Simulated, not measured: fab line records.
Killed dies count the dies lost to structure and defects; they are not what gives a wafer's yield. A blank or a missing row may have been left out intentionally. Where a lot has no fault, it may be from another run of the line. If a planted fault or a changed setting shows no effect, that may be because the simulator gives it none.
Shared-tool check / flow gf180mcu / Lots sampled 13, wafers sampled 39

WHY THIS WAS OPENED
At GF_HV_LDD_CD_MEAS_19 the reading cd-nm is flagged on 2 of 13 lots. Wafers without a fault read 399.9 nm, standard deviation 2.
Rule: a lot is flagged when every wafer of it that has a number lies more than 4 standard deviations from that mean, or none has a number. All remaining lots are regarded as sound.

lot=L850; measured=day 11 13:56; on=cd-sem-01; cd-nm (nm), wafer by wafer=393.2 394.9 396.8; flag=
lot=L849; measured=day 11 14:56; on=cd-sem-02; cd-nm (nm), wafer by wafer=399.2 401.7 398.7; flag=
lot=L852; measured=day 12 07:36; on=cd-sem-02; cd-nm (nm), wafer by wafer=402.3 401.0 401.2; flag=
lot=L853; measured=day 12 15:43; on=cd-sem-01; cd-nm (nm), wafer by wafer=402.8 401.2 401.9; flag=
lot=L854; measured=day 12 20:25; on=cd-sem-02; cd-nm (nm), wafer by wafer=401.2 400.5 400.2; flag=
lot=L856; measured=day 13 18:34; on=cd-sem-02; cd-nm (nm), wafer by wafer=397.3 399.1 396.4; flag=
lot=L857; measured=day 13 23:31; on=cd-sem-01; cd-nm (nm), wafer by wafer=401.1 400.6 401.0; flag=
lot=L858; measured=day 14 09:10; on=cd-sem-01; cd-nm (nm), wafer by wafer=399.6 397.9 399.9; flag=
lot=L859; measured=day 14 17:04; on=cd-sem-01; cd-nm (nm), wafer by wafer=398.2 398.8 398.0; flag=
lot=L862; measured=day 15 18:11; on=cd-sem-02; cd-nm (nm), wafer by wafer=400.3 399.7 399.9; flag=
lot=L861; measured=day 15 19:19; on=cd-sem-02; cd-nm (nm), wafer by wafer=398.9 398.2 399.0; flag=
lot=L864; measured=day 16 06:59; on=cd-sem-02; cd-nm (nm), wafer by wafer=313.6 314.5 314.6; flag=FLAGGED
lot=L866; measured=day 17 03:50; on=cd-sem-02; cd-nm (nm), wafer by wafer=315.1 314.7 317.4; flag=FLAGGED
The mean of the flagged lots' numbers is 315.0 nm, -84.9 nm from the usual (-42 standard deviations).

WHICH TOOL RAN EACH LOT
The record holds 2 process steps before the reading, out of a route of 602 steps. Read each cell as the tool, then ch plus the chambers that the sampled wafers visited, then the start.
lot=L850; flag=; GF_LVPWELL_STRIP_10=plasma-asher-04 ch 0,1, day 4 12:48; GF_HV_LDD_DEVELOP_18=litho-track-01 ch 0, day 11 13:47
lot=L849; flag=; GF_LVPWELL_STRIP_10=plasma-asher-04 ch 0, day 4 09:03; GF_HV_LDD_DEVELOP_18=litho-track-01 ch 0, day 11 14:47
lot=L852; flag=; GF_LVPWELL_STRIP_10=plasma-asher-01 ch 0,1, day 5 02:59; GF_HV_LDD_DEVELOP_18=litho-track-01 ch 0, day 12 07:28
lot=L853; flag=; GF_LVPWELL_STRIP_10=plasma-asher-03 ch 0,1, day 5 07:25; GF_HV_LDD_DEVELOP_18=litho-track-04 ch 0, day 12 15:34
lot=L854; flag=; GF_LVPWELL_STRIP_10=plasma-asher-04 ch 0,1, day 5 12:15; GF_HV_LDD_DEVELOP_18=litho-track-02 ch 0, day 12 20:16
lot=L856; flag=; GF_LVPWELL_STRIP_10=plasma-asher-03 ch 0,1, day 5 23:29; GF_HV_LDD_DEVELOP_18=litho-track-02 ch 0, day 13 18:26
lot=L857; flag=; GF_LVPWELL_STRIP_10=plasma-asher-01 ch 0,1, day 6 05:41; GF_HV_LDD_DEVELOP_18=litho-track-01 ch 0, day 13 23:22
lot=L858; flag=; GF_LVPWELL_STRIP_10=plasma-asher-04 ch 1, day 6 10:27; GF_HV_LDD_DEVELOP_18=litho-track-01 ch 0, day 14 09:01
lot=L859; flag=; GF_LVPWELL_STRIP_10=plasma-asher-04 ch 0,1, day 6 12:54; GF_HV_LDD_DEVELOP_18=litho-track-01 ch 0, day 14 16:55
lot=L862; flag=; GF_LVPWELL_STRIP_10=plasma-asher-01 ch 0, day 7 09:57; GF_HV_LDD_DEVELOP_18=litho-track-01 ch 0, day 15 18:02
lot=L861; flag=; GF_LVPWELL_STRIP_10=plasma-asher-03 ch 0, day 7 09:47; GF_HV_LDD_DEVELOP_18=litho-track-04 ch 0, day 15 19:10
lot=L864; flag=FLAGGED; GF_LVPWELL_STRIP_10=plasma-asher-01 ch 0,1, day 8 00:02; GF_HV_LDD_DEVELOP_18=litho-track-01 ch 0, day 16 06:50
lot=L866; flag=FLAGGED; GF_LVPWELL_STRIP_10=plasma-asher-04 ch 0, day 8 14:20; GF_HV_LDD_DEVELOP_18=litho-track-01 ch 0, day 17 03:41
What is done by these steps:
- GF_LVPWELL_STRIP_10: strips in O2/N2.
- GF_HV_LDD_DEVELOP_18: develop time 60 s.
- GF_HV_LDD_CD_MEAS_19: target cd 400 nm.

FLAGGED OVER TOTAL, TOOL BY TOOL (the gauges that took the reading come last)
step=GF_LVPWELL_STRIP_10; tool=plasma-asher-01; lots run=4; flagged=1; share of the flagged lots=some; sound lots run after its first flagged lot=0
step=GF_LVPWELL_STRIP_10; tool=plasma-asher-03; lots run=3; flagged=0; share of the flagged lots=none; sound lots run after its first flagged lot=-
step=GF_LVPWELL_STRIP_10; tool=plasma-asher-04; lots run=6; flagged=1; share of the flagged lots=some; sound lots run after its first flagged lot=0
step=GF_HV_LDD_DEVELOP_18; tool=litho-track-01; lots run=9; flagged=2; share of the flagged lots=all; sound lots run after its first flagged lot=0
step=GF_HV_LDD_DEVELOP_18; tool=litho-track-02; lots run=2; flagged=0; share of the flagged lots=none; sound lots run after its first flagged lot=-
step=GF_HV_LDD_DEVELOP_18; tool=litho-track-04; lots run=2; flagged=0; share of the flagged lots=none; sound lots run after its first flagged lot=-
step=GF_HV_LDD_CD_MEAS_19; tool=cd-sem-01; lots run=5; flagged=0; share of the flagged lots=none; sound lots run after its first flagged lot=-
step=GF_HV_LDD_CD_MEAS_19; tool=cd-sem-02; lots run=8; flagged=2; share of the flagged lots=all; sound lots run after its first flagged lot=0

WHAT IS ALLOWED BY THE TABLE
2 rows of the table ran every flagged lot: litho-track-01 at GF_HV_LDD_DEVELOP_18, cd-sem-02 at GF_HV_LDD_CD_MEAS_19.
- litho-track-01 at GF_HV_LDD_DEVELOP_18 ran 9 lots, 2 of them flagged. It ran its last sound lot, L862, at day 15 18:02 and its first flagged lot, L864, at day 16 06:50: a fault with its onset between the two fits.
- cd-sem-02 at GF_HV_LDD_CD_MEAS_19 ran 8 lots, 2 of them flagged. It ran its last sound lot, L861, at day 15 19:19 and its first flagged lot, L864, at day 16 06:59: a fault with its onset between the two fits.
Because each of these 2 tools fits a fault that began at some hour, counting lots does not separate them. More lots, or a look at what each step does to the wafer, might.

WHAT HAD BEEN PUT IN BY THE SIMULATOR
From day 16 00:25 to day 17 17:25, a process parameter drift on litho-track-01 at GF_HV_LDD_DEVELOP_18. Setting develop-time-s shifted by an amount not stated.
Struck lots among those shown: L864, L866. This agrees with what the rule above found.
